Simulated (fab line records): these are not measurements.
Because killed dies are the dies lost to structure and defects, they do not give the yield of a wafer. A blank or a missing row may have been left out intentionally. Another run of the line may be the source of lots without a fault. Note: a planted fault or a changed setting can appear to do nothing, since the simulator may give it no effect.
What tool caused it? | flow sky130 | 11 lots with 33 wafers sampled at 5 steps, on a route of 708 steps

WHAT THE GAUGES SHOWED, per wafer
SKY_FIELD_ISO_BOW_MEAS_00.
lot  | measured    | on            | INCOMING_BOW (um)
L559 | day 1 10:00 | film-metro-02 | -6 17 -5
L560 | day 1 15:01 | film-metro-01 | -2 4 -2
L561 | day 1 20:01 | film-metro-01 | 1 6 3
L564 | day 2 11:02 | film-metro-04 | -4 -3 -8
L565 | day 2 16:00 | film-metro-04 | -5 4 0
L566 | day 2 21:01 | film-metro-04 | 7 -3 5
L567 | day 3 02:01 | film-metro-04 | 6 11 1
L573 | day 4 08:04 | film-metro-04 | 16 7 -12
L576 | day 4 23:04 | film-metro-02 | -3 2 3
L580 | day 5 19:00 | film-metro-04 | 0 -1 3
L581 | day 6 00:01 | film-metro-04 | 5 -13 -9

SKY_METAL1_CD_MEAS_15: the cd target is 140 nm.
lot  | measured     | on        | cd-nm (nm)
L559 | day 32 21:20 | cd-sem-02 | 140.8 140.1 140.9
L560 | day 33 01:13 | cd-sem-02 | 139.7 139.1 139.4
L561 | day 33 08:31 | cd-sem-02 | 141.1 140.3 141.4
L564 | day 34 07:35 | cd-sem-02 | 138.6 139.4 140.2
L565 | day 35 18:38 | cd-sem-02 | 139.3 138.6 140.6
L566 | day 35 19:31 | cd-sem-01 | 140.2 141.4 140.4
L567 | day 35 19:58 | cd-sem-02 | 140.2 139.0 138.6
L573 | day 37 03:03 | cd-sem-02 | 139.5 137.1 138.1
L576 | day 37 22:37 | cd-sem-01 | 140.1 140.9 141.3
L580 | day 39 04:44 | cd-sem-01 | 140.8 140.4 139.7
L581 | day 39 12:07 | cd-sem-02 | 139.5 139.6 139.6

TOOL THAT RAN EACH LOT (tool first, then ch and the chambers of the sampled wafers, then the start)
lot  | SKY_GATE_OXIDE_STRIP_13              | SKY_POLY_GATE_ETCH_16              | SKY_POLY_GATE_STRIP_18
L559 | plasma-asher-01 ch 0,1, day 13 17:33 | rie-diel-03 ch 0,1,2, day 16 09:38 | plasma-asher-04 ch 0,1, day 16 09:47
L560 | plasma-asher-03 ch 0,1, day 14 01:14 | rie-diel-03 ch 1,2,3, day 16 14:59 | plasma-asher-04 ch 0,1, day 16 15:08
L561 | plasma-asher-01 ch 0,1, day 14 13:05 | rie-diel-03 ch 0,2,3, day 17 03:20 | plasma-asher-02 ch 0,1, day 17 03:29
L564 | plasma-asher-03 ch 0,1, day 15 13:10 | rie-diel-01 ch 0,1, day 18 03:36   | plasma-asher-04 ch 0,1, day 18 03:47
L565 | plasma-asher-01 ch 0,1, day 16 07:44 | rie-diel-03 ch 0,2,3, day 19 07:29 | plasma-asher-02 ch 0,1, day 19 07:38
L566 | plasma-asher-01 ch 1, day 16 06:52   | rie-diel-01 ch 1,2,3, day 19 07:50 | plasma-asher-04 ch 1, day 19 07:59
L567 | plasma-asher-03 ch 0,1, day 16 19:37 | rie-diel-01 ch 0,1,2, day 19 14:02 | plasma-asher-02 ch 0,1, day 19 14:11
L573 | plasma-asher-03 ch 0,1, day 18 13:13 | rie-diel-03 ch 0,3, day 21 08:50   | plasma-asher-02 ch 0,1, day 21 09:01
L576 | plasma-asher-01 ch 0,1, day 19 17:13 | rie-diel-02 ch 0,1,2, day 22 11:06 | plasma-asher-03 ch 0,1, day 22 11:17
L580 | plasma-asher-01 ch 0,1, day 21 06:14 | rie-diel-03 ch 1,2,3, day 24 00:14 | plasma-asher-02 ch 0,1, day 24 00:23
L581 | plasma-asher-02 ch 0,1, day 21 12:44 | rie-diel-01 ch 1,2,3, day 24 07:21 | plasma-asher-03 ch 1, day 24 07:31
- SKY_GATE_OXIDE_STRIP_13: strips in O2/N2.
- SKY_POLY_GATE_ETCH_16: etches Si3N4 in CH3F/O2, stops on poly-Si, time 147.5 s, target depth 75 nm.
- SKY_POLY_GATE_STRIP_18: strips in O2/N2.

AS READ BY THE TOOLS THEMSELVES (means over the sampled wafers that have a number; for cases with no such wafer, the mark the record gives instead)
SKY_GATE_OXIDE_STRIP_13.
lot  | tool            | drypump-motor-current-A (A) | oes-product-au (a.u.) | strip-time-to-endpoint-s (s)
L559 | plasma-asher-01 | 5.5                         | 0.714                 | 14.20
L560 | plasma-asher-03 | 5.9                         | 0.718                 | 14.24
L561 | plasma-asher-01 | 5.5                         | 0.713                 | 14.18
L564 | plasma-asher-03 | 5.9                         | 0.714                 | 14.14
L565 | plasma-asher-01 | 5.5                         | 0.713                 | 14.19
L566 | plasma-asher-01 | 5.5                         | 0.714                 | 14.17
L567 | plasma-asher-03 | 5.9                         | 0.715                 | 14.16
L573 | plasma-asher-03 | 5.7                         | 0.720                 | 14.17
L576 | plasma-asher-01 | 5.5                         | 0.712                 | 14.16
L580 | plasma-asher-01 | 5.4                         | 0.714                 | 14.14
L581 | plasma-asher-02 | 5.1                         | 0.710                 | 14.19

SKY_POLY_GATE_ETCH_16.
lot  | tool        | ch3f-flow-sccm (sccm) | drypump-motor-current-A (A) | oes-product-au (a.u.) | rf-fwd-power-W (W) | throttle-valve-pct (%)
L559 | rie-diel-03 | 39.93                 | 5.6                         | 0.645                 | 398.0              | 10.532
L560 | rie-diel-03 | 39.98                 | 5.7                         | 0.641                 | 398.5              | 10.532
L561 | rie-diel-03 | 40.02                 | 5.5                         | 0.638                 | 398.2              | 10.545
L564 | rie-diel-01 | 39.84                 | 5.4                         | 0.638                 | 397.4              | 10.531
L565 | rie-diel-03 | 39.94                 | 5.5                         | 0.640                 | 398.7              | 10.542
L566 | rie-diel-01 | 39.96                 | 5.4                         | 0.642                 | 334.7              | 10.527
L567 | rie-diel-01 | 39.89                 | 5.5                         | 0.638                 | 333.9              | 10.538
L573 | rie-diel-03 | 40.02                 | 5.3                         | 0.645                 | 397.4              | 10.535
L576 | rie-diel-02 | 40.05                 | 5.8                         | 0.641                 | 398.7              | 10.533
L580 | rie-diel-03 | 39.91                 | 5.7                         | 0.642                 | 398.2              | 10.541
L581 | rie-diel-01 | 39.95                 | 5.4                         | 0.639                 | 398.0              | 10.529

SKY_POLY_GATE_STRIP_18.
lot  | tool            | drypump-motor-current-A (A) | oes-product-au (a.u.) | strip-time-to-endpoint-s (s)
L559 | plasma-asher-04 | 5.4                         | 0.361                 | 3.15
L560 | plasma-asher-04 | 5.4                         | 0.358                 | 3.10
L561 | plasma-asher-02 | 5.5                         | 0.363                 | 3.14
L564 | plasma-asher-04 | 5.5                         | 0.359                 | 3.11
L565 | plasma-asher-02 | 5.0                         | 0.353                 | 3.10
L566 | plasma-asher-04 | 5.0                         | 0.362                 | 3.17
L567 | plasma-asher-02 | 5.1                         | 0.361                 | 3.20
L573 | plasma-asher-02 | 5.1                         | 0.355                 | 3.10
L576 | plasma-asher-03 | 5.7                         | 0.359                 | 3.12
L580 | plasma-asher-02 | 5.1                         | 0.359                 | 3.11
L581 | plasma-asher-03 | 5.6                         | 0.356                 | 3.08

THE ANSWER, worked out from the rows above alone
Rule: the usual values come from the lots themselves. The widest of any qualifying gaps counts: lots, ordered by their means at a reading, are off when they make up no more than a third of the lots, leave a main group of 4 or more, and stand apart from it by 3 or more times the standard deviation of that group's means. Not used: any main group whose means are identical at the precision the tables above print for the reading. Also off: a lot with no number at a reading for which 4 or more lots have one. All remaining lots with rows at the step are treated as sound. First the gauges in route order, then the tools' own readings, where a lot's mean is used as printed above. The first step at which some lot is off is used, and at that step the reading that is off furthest; a lot without a number counts as furthest.
Off: L566, L567 (SKY_POLY_GATE_ETCH_16, rf-fwd-power-W). The main group has a mean of 398.1 W with a standard deviation of 0.46.
If a tool, at that step or one of the process steps before it, ran each lot that is off and ran no sound lot following the first of them, it fits. None of those tried fits.

WHAT THE SIMULATOR HAD INSERTED
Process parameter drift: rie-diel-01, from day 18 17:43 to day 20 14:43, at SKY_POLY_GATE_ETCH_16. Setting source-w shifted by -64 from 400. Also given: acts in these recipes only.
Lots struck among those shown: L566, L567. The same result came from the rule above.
